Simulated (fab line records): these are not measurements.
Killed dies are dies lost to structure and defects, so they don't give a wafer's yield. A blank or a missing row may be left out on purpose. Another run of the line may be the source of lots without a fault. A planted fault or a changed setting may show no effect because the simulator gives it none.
Which tool did it? || flow sky130 || 39 wafers from 13 lots sampled at 5 of the route's 708 steps

## WHAT THE GAUGES READ, wafer by wafer
SKY_CONTACT_THK_MEAS_03.
{"lot": "L936", "measured": "day 29 23:56", "on": "film-metro-01", "CONTACT_HDPCVD_THK (nm)": "569 568 573"}
{"lot": "L937", "measured": "day 30 13:52", "on": "film-metro-03", "CONTACT_HDPCVD_THK (nm)": "574 571 572"}
{"lot": "L939", "measured": "day 32 07:10", "on": "film-metro-03", "CONTACT_HDPCVD_THK (nm)": "576 577 571"}
{"lot": "L940", "measured": "day 32 07:29", "on": "film-metro-03", "CONTACT_HDPCVD_THK (nm)": "557 570 568"}
{"lot": "L938", "measured": "day 32 08:07", "on": "film-metro-01", "CONTACT_HDPCVD_THK (nm)": "570 571 567"}
{"lot": "L941", "measured": "day 32 08:07", "on": "film-metro-03", "CONTACT_HDPCVD_THK (nm)": "562 565 569"}
{"lot": "L943", "measured": "day 32 19:05", "on": "film-metro-03", "CONTACT_HDPCVD_THK (nm)": "570 578 574"}
{"lot": "L944", "measured": "day 32 20:19", "on": "film-metro-01", "CONTACT_HDPCVD_THK (nm)": "569 569 570"}
{"lot": "L945", "measured": "day 33 05:17", "on": "film-metro-01", "CONTACT_HDPCVD_THK (nm)": "567 568 198"}
{"lot": "L955", "measured": "day 36 19:01", "on": "film-metro-01", "CONTACT_HDPCVD_THK (nm)": "566 555 557"}
{"lot": "L957", "measured": "day 37 01:11", "on": "film-metro-01", "CONTACT_HDPCVD_THK (nm)": "578 579 566"}
{"lot": "L956", "measured": "day 37 03:55", "on": "film-metro-04", "CONTACT_HDPCVD_THK (nm)": "572 574 574"}
{"lot": "L958", "measured": "day 37 08:21", "on": "film-metro-01", "CONTACT_HDPCVD_THK (nm)": "573 576 575"}

SKY_CONTACT_OVL_MEAS_15.
{"lot": "L936", "measured": "day 31 04:53", "on": "overlay-01", "CONTACT_OVL (nm)": "7 0 1"}
{"lot": "L937", "measured": "day 31 18:29", "on": "overlay-02", "CONTACT_OVL (nm)": "-2 2 -4"}
{"lot": "L939", "measured": "day 33 09:36", "on": "overlay-01", "CONTACT_OVL (nm)": "-6 -1 -6"}
{"lot": "L940", "measured": "day 33 10:44", "on": "overlay-01", "CONTACT_OVL (nm)": "2 2 4"}
{"lot": "L938", "measured": "day 33 11:28", "on": "overlay-02", "CONTACT_OVL (nm)": "1 -3 8"}
{"lot": "L941", "measured": "day 33 11:39", "on": "overlay-02", "CONTACT_OVL (nm)": "0 -2 4"}
{"lot": "L943", "measured": "day 33 22:40", "on": "overlay-01", "CONTACT_OVL (nm)": "3 -2 -4"}
{"lot": "L944", "measured": "day 33 23:33", "on": "overlay-01", "CONTACT_OVL (nm)": "-1 0 3"}
{"lot": "L945", "measured": "day 34 07:53", "on": "overlay-02", "CONTACT_OVL (nm)": "-5 -10 -6"}
{"lot": "L955", "measured": "day 37 21:35", "on": "overlay-01", "CONTACT_OVL (nm)": "-2 3 -7"}
{"lot": "L957", "measured": "day 38 04:26", "on": "overlay-01", "CONTACT_OVL (nm)": "0 0 3"}
{"lot": "L956", "measured": "day 38 06:28", "on": "overlay-02", "CONTACT_OVL (nm)": "9 6 10"}
{"lot": "L958", "measured": "day 38 11:17", "on": "overlay-01", "CONTACT_OVL (nm)": "-8 3 -4"}

## EACH LOT AND THE TOOL THAT RAN IT (in order: tool; ch and the chambers of the sampled wafers; start)
{"lot": "L936", "SKY_LI_CONTACT_CMP_02": "cmp-02 ch 1,2,3, day 27 13:28", "SKY_CONTACT_HDPCVD_02": "hdpcvd-02 ch 0,1,2, day 29 23:52", "SKY_CONTACT_CMP_04": "cmp-02 ch 1,2,3, day 29 23:59"}
{"lot": "L937", "SKY_LI_CONTACT_CMP_02": "cmp-02 ch 1,2, day 28 03:50", "SKY_CONTACT_HDPCVD_02": "hdpcvd-01 ch 0,1, day 30 13:48", "SKY_CONTACT_CMP_04": "cmp-02 ch 2,3, day 30 13:56"}
{"lot": "L939", "SKY_LI_CONTACT_CMP_02": "cmp-02 ch 2,3, day 29 21:02", "SKY_CONTACT_HDPCVD_02": "hdpcvd-02 ch 0,1,2, day 32 07:05", "SKY_CONTACT_CMP_04": "cmp-02 ch 0,2,3, day 32 07:16"}
{"lot": "L940", "SKY_LI_CONTACT_CMP_02": "cmp-02 ch 0,2,3, day 29 21:26", "SKY_CONTACT_HDPCVD_02": "hdpcvd-02 ch 0,1,2, day 32 07:25", "SKY_CONTACT_CMP_04": "cmp-01 ch 1,3, day 32 07:35"}
{"lot": "L938", "SKY_LI_CONTACT_CMP_02": "cmp-01 ch 1,2, day 29 21:29", "SKY_CONTACT_HDPCVD_02": "hdpcvd-01 ch 1,2, day 32 08:02", "SKY_CONTACT_CMP_04": "cmp-02 ch 1,2,3, day 32 08:16"}
{"lot": "L941", "SKY_LI_CONTACT_CMP_02": "cmp-02 ch 0,2,3, day 29 21:38", "SKY_CONTACT_HDPCVD_02": "hdpcvd-02 ch 1,2, day 32 08:02", "SKY_CONTACT_CMP_04": "cmp-01 ch 0,1,2, day 32 08:10"}
{"lot": "L943", "SKY_LI_CONTACT_CMP_02": "cmp-02 ch 1,2,3, day 30 08:56", "SKY_CONTACT_HDPCVD_02": "hdpcvd-02 ch 1,2, day 32 19:01", "SKY_CONTACT_CMP_04": "cmp-02 ch 0,1,3, day 32 19:12"}
{"lot": "L944", "SKY_LI_CONTACT_CMP_02": "cmp-01 ch 1,2, day 30 11:23", "SKY_CONTACT_HDPCVD_02": "hdpcvd-02 ch 0,1, day 32 20:15", "SKY_CONTACT_CMP_04": "cmp-01 ch 0,3, day 32 20:38"}
{"lot": "L945", "SKY_LI_CONTACT_CMP_02": "cmp-02 ch 0,1,3, day 30 20:05", "SKY_CONTACT_HDPCVD_02": "hdpcvd-02 ch 0,2, day 33 05:13", "SKY_CONTACT_CMP_04": "cmp-01 ch 1,3, day 33 05:23"}
{"lot": "L955", "SKY_LI_CONTACT_CMP_02": "cmp-02 ch 0,2,3, day 34 12:23", "SKY_CONTACT_HDPCVD_02": "hdpcvd-01 ch 0,1,2, day 36 18:56", "SKY_CONTACT_CMP_04": "cmp-01 ch 0,1,3, day 36 19:10"}
{"lot": "L957", "SKY_LI_CONTACT_CMP_02": "cmp-01 ch 0,1,3, day 34 18:32", "SKY_CONTACT_HDPCVD_02": "hdpcvd-02 ch 0,1,2, day 37 01:06", "SKY_CONTACT_CMP_04": "cmp-02 ch 0,1,2, day 37 01:29"}
{"lot": "L956", "SKY_LI_CONTACT_CMP_02": "cmp-02 ch 0,1, day 34 21:04", "SKY_CONTACT_HDPCVD_02": "hdpcvd-02 ch 0,1, day 37 03:49", "SKY_CONTACT_CMP_04": "cmp-02 ch 1,2, day 37 03:57"}
{"lot": "L958", "SKY_LI_CONTACT_CMP_02": "cmp-01 ch 0,1,3, day 35 01:53", "SKY_CONTACT_HDPCVD_02": "hdpcvd-02 ch 0,2, day 37 08:17", "SKY_CONTACT_CMP_04": "cmp-01 ch 0,2,3, day 37 08:43"}
- SKY_LI_CONTACT_CMP_02: polishes PSG.
- SKY_CONTACT_HDPCVD_02: deposits SiO2, target thk 565 nm, time 94.2 s.
- SKY_CONTACT_CMP_04: polishes SiO2.

## WHAT THE TOOLS THEMSELVES READ (means of the sampled wafers that have a number; where no wafer has one, the mark that the record gives instead)
SKY_LI_CONTACT_CMP_02.
{"lot": "L936", "tool": "cmp-02", "motor-current-A (A)": 12.2, "slurry-flow-ml-min": 149.9, "time-to-endpoint-s (s)": 33.8}
{"lot": "L937", "tool": "cmp-02", "motor-current-A (A)": 11.8, "slurry-flow-ml-min": 150.0, "time-to-endpoint-s (s)": 35.2}
{"lot": "L939", "tool": "cmp-02", "motor-current-A (A)": 11.3, "slurry-flow-ml-min": 149.4, "time-to-endpoint-s (s)": 34.3}
{"lot": "L940", "tool": "cmp-02", "motor-current-A (A)": 11.7, "slurry-flow-ml-min": 150.2, "time-to-endpoint-s (s)": 32.5}
{"lot": "L938", "tool": "cmp-01", "motor-current-A (A)": 11.8, "slurry-flow-ml-min": 150.1, "time-to-endpoint-s (s)": 32.9}
{"lot": "L941", "tool": "cmp-02", "motor-current-A (A)": 11.7, "slurry-flow-ml-min": 149.2, "time-to-endpoint-s (s)": 34.2}
{"lot": "L943", "tool": "cmp-02", "motor-current-A (A)": 11.9, "slurry-flow-ml-min": 150.6, "time-to-endpoint-s (s)": 35.4}
{"lot": "L944", "tool": "cmp-01", "motor-current-A (A)": 12.7, "slurry-flow-ml-min": 150.6, "time-to-endpoint-s (s)": 31.3}
{"lot": "L945", "tool": "cmp-02", "motor-current-A (A)": 12.2, "slurry-flow-ml-min": 150.1, "time-to-endpoint-s (s)": 38.7}
{"lot": "L955", "tool": "cmp-02", "motor-current-A (A)": 11.9, "slurry-flow-ml-min": 150.4, "time-to-endpoint-s (s)": 32.9}
{"lot": "L957", "tool": "cmp-01", "motor-current-A (A)": 11.7, "slurry-flow-ml-min": 150.0, "time-to-endpoint-s (s)": 31.7}
{"lot": "L956", "tool": "cmp-02", "motor-current-A (A)": 13.1, "slurry-flow-ml-min": 149.8, "time-to-endpoint-s (s)": 34.5}
{"lot": "L958", "tool": "cmp-01", "motor-current-A (A)": 11.2, "slurry-flow-ml-min": 150.6, "time-to-endpoint-s (s)": 31.5}

SKY_CONTACT_CMP_04.
{"lot": "L936", "tool": "cmp-02", "motor-current-A (A)": 12.1, "slurry-flow-ml-min": 149.5, "time-to-endpoint-s (s)": 89}
{"lot": "L937", "tool": "cmp-02", "motor-current-A (A)": 11.3, "slurry-flow-ml-min": 150.2, "time-to-endpoint-s (s)": 88}
{"lot": "L939", "tool": "cmp-02", "motor-current-A (A)": 11.5, "slurry-flow-ml-min": 149.9, "time-to-endpoint-s (s)": 89}
{"lot": "L940", "tool": "cmp-01", "motor-current-A (A)": 12.4, "slurry-flow-ml-min": 150.1, "time-to-endpoint-s (s)": 85}
{"lot": "L938", "tool": "cmp-02", "motor-current-A (A)": 12.1, "slurry-flow-ml-min": 150.0, "time-to-endpoint-s (s)": 86}
{"lot": "L941", "tool": "cmp-01", "motor-current-A (A)": 11.9, "slurry-flow-ml-min": 150.0, "time-to-endpoint-s (s)": 86}
{"lot": "L943", "tool": "cmp-02", "motor-current-A (A)": 12.1, "slurry-flow-ml-min": 149.5, "time-to-endpoint-s (s)": 90}
{"lot": "L944", "tool": "cmp-01", "motor-current-A (A)": 11.0, "slurry-flow-ml-min": 149.9, "time-to-endpoint-s (s)": 83}
{"lot": "L945", "tool": "cmp-01", "motor-current-A (A)": 11.6, "slurry-flow-ml-min": 149.8, "time-to-endpoint-s (s)": 67}
{"lot": "L955", "tool": "cmp-01", "motor-current-A (A)": 12.0, "slurry-flow-ml-min": 149.6, "time-to-endpoint-s (s)": 82}
{"lot": "L957", "tool": "cmp-02", "motor-current-A (A)": 12.7, "slurry-flow-ml-min": 150.4, "time-to-endpoint-s (s)": 88}
{"lot": "L956", "tool": "cmp-02", "motor-current-A (A)": 12.9, "slurry-flow-ml-min": 150.0, "time-to-endpoint-s (s)": 86}
{"lot": "L958", "tool": "cmp-01", "motor-current-A (A)": 11.2, "slurry-flow-ml-min": 149.7, "time-to-endpoint-s (s)": 92}

## THE ANSWER, worked out from the rows above alone
Rule: usual is defined by the lots themselves. Put in order of their means at a reading, lots are off if they are a third of the lots or fewer, leave a main group of 4 or more, and stand apart from it by a gap of 3 or more times the standard deviation of the main group's means; of several such gaps the widest counts. The tables above print the reading to a certain number of digits; a main group whose means all agree to those digits is not used. Also off: a lot with no number at a reading for which 4 or more lots have one. The other lots that the step has rows for count as sound. First the gauges in route order, then the tools' own readings, where a lot's mean is used as printed above. At the first step where some lot is off, the reading lying furthest off is the one used; lots without a number count as furthest.
Off: L945, at SKY_CONTACT_THK_MEAS_03 (CONTACT_HDPCVD_THK). The main group has a mean of 570 nm with a standard deviation of 4.6.
If a tool, at a process step before that reading, ran all the lots that are off and no sound lot after the first of them, it fits. The gauges at SKY_CONTACT_THK_MEAS_03 aren't tried: what is off there is off at SKY_CONTACT_CMP_04 too, on other tools, and a gauge's error can't cause that. None of those tried fits.

## WHAT WAS PUT IN BY THE SIMULATOR
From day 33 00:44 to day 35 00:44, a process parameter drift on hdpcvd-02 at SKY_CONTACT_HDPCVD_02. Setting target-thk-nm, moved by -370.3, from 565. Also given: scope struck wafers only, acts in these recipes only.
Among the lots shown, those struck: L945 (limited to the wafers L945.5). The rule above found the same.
